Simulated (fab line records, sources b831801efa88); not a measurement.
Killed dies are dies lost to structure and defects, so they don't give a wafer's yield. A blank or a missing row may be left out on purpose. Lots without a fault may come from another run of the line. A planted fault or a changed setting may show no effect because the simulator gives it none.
fab line records | flow gf180mcu
record lots=14 wafers=42 last_day=34
route steps=602 shown STI@4
lots that met no fault: from a run of the same line without faults
start_h: hours from the record's first day to the start of the lot's first wafer shown | wait_h: hours since the lot's step before | " the same as in the row above | L1.1+2: a row that stands for several wafers | - no value, or no start given | * or withheld: withheld | < > ~ a bound
route shown NAME@n: a module of which the file shows steps, and the number in the route of the first | usual: mean/standard deviation of fault-free wafers | same: alike in all rows | chamber/n: place in a boat | sites: the reading at each site | _std_site: their standard deviation | _edge_site: outer sites' mean less inner sites' | radius_mm: how far each site lies from the wafer's centre | mask NAME#n: copy n | behind: the tool/chamber that last shaped the wafer | hold: why the lot was held/for how many hours/how that ended | device: the transistor (n, p or np) that didn't switch | end of line: the same wafers' tests at the end of the route | a step without rows: its recipe alone | killed: dies lost to structure and defects at the first sort, not the wafer's yield | map: a wafer's dies, x killed, . not, _ none there
set.NAME: the setting as run; set.NAME@STEP: as run at that earlier step | model.NAME: the simulator's own value behind a step, which no gauge read
steps of the route over a sample of lots; a table a step, a row a wafer
services: from which hour (start_h, from the record's first day; less than 0 if before it) a tool's chamber was out of use, for how many hours, and why
## steps
# step GF_STI_CVD_03
# recipe material=Si3N4 precursor=DCS/NH3 target_thk_nm=207.16 temp_c=770 time_s=3551 pressure_mtorr=250
# columns lot.wafer tool chamber start_h wait_h
L354.3+4+5 lpcvd-02 0 11.57 0.0
L355.1+2+3 lpcvd-02 0 17.06 0.5
L356.1+2+6 lpcvd-02 0 21.57 0.1
L357.3+4+6 lpcvd-02 1 26.57 0.0
L358.1+2+4 lpcvd-01 0 31.57 0.1
L359.3+4+6 lpcvd-02 0 38.66 0.0
L360.1+2+3 lpcvd-01 0 41.57 0.1
L363.1+3+6 lpcvd-01 0 58.09 1.0
L364.2+3+6 lpcvd-02 0 61.57 0.0
L369.1+2+5 lpcvd-01 0 87.63 0.1
L371.1+4+6 lpcvd-01 1 96.57 0.1
L375.4+5+6 lpcvd-01 1 117.45 0.0
L376.1+4+6 lpcvd-02 0 122.35 0.1
L377.1+3+4 lpcvd-02 1 126.57 0.1
# step GF_STI_THK_MEAS_04
# recipe reads=Si3N4_of_STI_CVD_03
# usual STI_CVD_03_THK=206.9/2.3
# columns lot.wafer tool chamber start_h wait_h STI_CVD_03_THK[nm]
L354.3 film_metro-04 - 13.58 0.0 208.4
L354.4 " - " " 210.4
L354.5 " - " " 208.5
L355.1 film_metro-01 - 19.04 0.0 210.5
L355.2 " - " " 212.0
L355.3 " - " " 210.8
L356.1 film_metro-04 - 23.56 0.0 211.1
L356.2 " - " " 209.1
L356.6 " - " " 210.2
L357.3 film_metro-03 - 28.58 0.0 208.8
L357.4 " - " " 209.6
L357.6 " - " " 207.3
L358.1 film_metro-01 - 33.58 0.0 201.8
L358.2 " - " " 201.8
L358.4 " - " " 201.5
L359.3 film_metro-01 - 40.67 0.1 199.2
L359.4 " - " " 200.3
L359.6 " - " " 200.4
L360.1 film_metro-03 - 44.55 0.0 207.2
L360.2 " - " " 209.3
L360.3 " - " " 207.9
L363.1 film_metro-03 - 60.07 0.0 205.5
L363.3 " - " " 205.5
L363.6 " - " " 207.0
L364.2 film_metro-04 - 63.57 0.0 199.5
L364.3 " - " " 198.2
L364.6 " - " " 198.4
L369.1 film_metro-03 - 89.62 0.0 202.9
L369.2 " - " " 203.3
L369.5 " - " " 203.9
L371.1 film_metro-04 - 98.56 0.0 203.4
L371.4 " - " " 202.5
L371.6 " - " " 204.5
L375.4 film_metro-01 - 120.46 0.0 204.4
L375.5 " - " " 206.5
L375.6 " - " " 207.9
L376.1 film_metro-01 - 124.34 0.0 208.9
L376.4 " - " " 209.0
L376.6 " - " " 208.5
L377.1 film_metro-03 - 128.56 0.0 205.0
L377.3 " - " " 206.6
L377.4 " - " " 205.6
# step GF_STI_ETCH_13
# recipe chemistry=CHF3/O2 stop_on=Si over_etch_frac=0.3 target_depth_a=2823.1 source_w=600 bias_w=200 pressure_mtorr=40 chf3_flow_sccm=50 O2_flow_sccm=5 time_s=112.9
# usual drypump_motor_current_A=5.8/0.45 oes_product_au=0.831/0.0065 throttle_valve_pct=8.810/0.0096
# columns lot.wafer tool chamber start_h wait_h drypump_motor_current_A oes_product_au rf_hours_counter_h throttle_valve_pct
L354.3 rie_diel-03 0 25.43 0.1 4.9 0.834 43 8.821
L354.4 " 3 " " 6.0 0.834 15 8.807
L354.5 " 1 " " 6.1 0.843 - 8.814
L355.1 rie_diel-04 2 30.46 0.1 6.3 0.835 72 8.824
L355.2 " 0 " " 5.7 0.836 71 8.794
L355.3 " 3 " " 6.0 0.839 3 8.817
L356.1 rie_diel-03 3 35.88 0.1 6.0 0.842 15 8.824
L356.2 " 0 " " 4.9 0.839 43 8.818
L356.6 " 1 " " 6.1 0.838 - 8.793
L357.3 rie_diel-01 2 40.98 0.1 5.6 0.839 86 8.816
L357.4 " 3 " " 5.2 0.839 19 8.807
L357.6 " 0 " " 5.6 0.832 - 8.810
L358.1 rie_diel-01 2 45.76 0.1 5.6 0.827 86 8.822
L358.2 " 1 " " 5.5 0.826 124 8.797
L358.4 " 0 " " 5.6 0.818 65 8.805
L359.3 rie_diel-04 3 53.76 0.1 5.9 0.805 3 8.799
L359.4 " 0 " " 5.7 0.817 72 8.797
L359.6 " 2 " " 6.4 0.819 - 8.813
L360.1 rie_diel-01 2 57.41 0.1 5.6 0.833 86 8.802
L360.2 " 1 " " 5.5 0.830 124 8.823
L360.3 " 2 " " 5.6 0.838 - 8.816
L363.1 rie_diel-04 0 73.16 0.1 5.7 0.830 72 8.807
L363.3 " 3 " " 6.0 0.834 4 8.811
L363.6 " 1 " " 6.2 0.830 - 8.815
L364.2 rie_diel-01 2 76.41 0.1 5.6 0.812 87 8.796
L364.3 " 0 " " 5.6 0.816 66 8.803
L364.6 " 2 " " 5.6 0.810 - 8.807
L369.1 rie_diel-03 0 103.61 0.1 4.9 0.834 45 8.813
L369.2 " 2 " " 6.3 0.822 104 8.808
L369.5 " 0 " " 4.9 0.826 - 8.794
L371.1 rie_diel-01 0 112.83 0.1 5.6 0.824 67 8.800
L371.4 " 1 " " 5.5 0.826 126 8.816
L371.6 " 3 " " 5.2 0.828 - 8.798
L375.4 rie_diel-04 3 135.16 0.0 6.0 0.826 6 8.805
L375.5 " 2 " " 6.4 0.830 - 8.808
L375.6 " 3 " " 5.9 0.840 - 8.812
L376.1 rie_diel-04 0 139.18 0.1 5.7 0.832 74 8.821
L376.4 " 1 " " 6.2 0.836 30 8.820
L376.6 " 0 " " 5.7 0.836 - 8.817
L377.1 rie_diel-04 1 144.08 0.1 6.2 0.827 31 8.809
L377.3 " 2 " " 6.3 0.830 75 8.802
L377.4 " 0 " " 5.7 0.827 75 8.803
## services
# columns tool chamber start_h hours kind
rie_diel-04 0 12.32 13.9 repair
rie_diel-03 2 26.99 9.8 repair
rie_diel-01 3 50.05 8.4 repair
rie_diel-01 0 52.30 8.8 repair
lpcvd-01 - 55.48 2.6 repair
lpcvd-01 - 74.90 1.4 repair
rie_diel-03 - 81.38 2.8 pm
rie_diel-03 3 95.99 7.6 repair
rie_diel-03 1 96.75 6.9 repair
rie_diel-03 1 103.69 - clean
rie_diel-03 1 103.69 14.4 scheduled_down
rie_diel-03 1 103.69 14.4 vent_cycle
rie_diel-03 0 109.14 1.3 repair
rie_diel-01 - 134.93 2.5 repair
## key
first_sign step=GF_STI_THK_MEAS_04 reading=STI_CVD_03_THK direction=down sigmas=3.2 usual=206.9 struck=199.3
effect step=GF_STI_ETCH_13 reading=oes_product_au direction=down sigmas=2.8 usual=0.831 struck=0.813
met_at GF_STI_CVD_03
struck_lots L359,L364
tester_left_out L359,L364
onset_between 26.57 38.66
fault kind=process_parameter_drift tool=lpcvd-02 chamber=- onset_h=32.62 steps=GF_STI_CVD_03 channel=time_s offset=* shape=step end_h=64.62 acts_in=* stated=*
# tester_left_out: of these lots the tester's yield and bins aren't shown, on N5 and GAA mostly nor the transistor test; their killed dies are dies lost to structure and defects alone, not to doping, threshold or leakage, so they don't give the yield
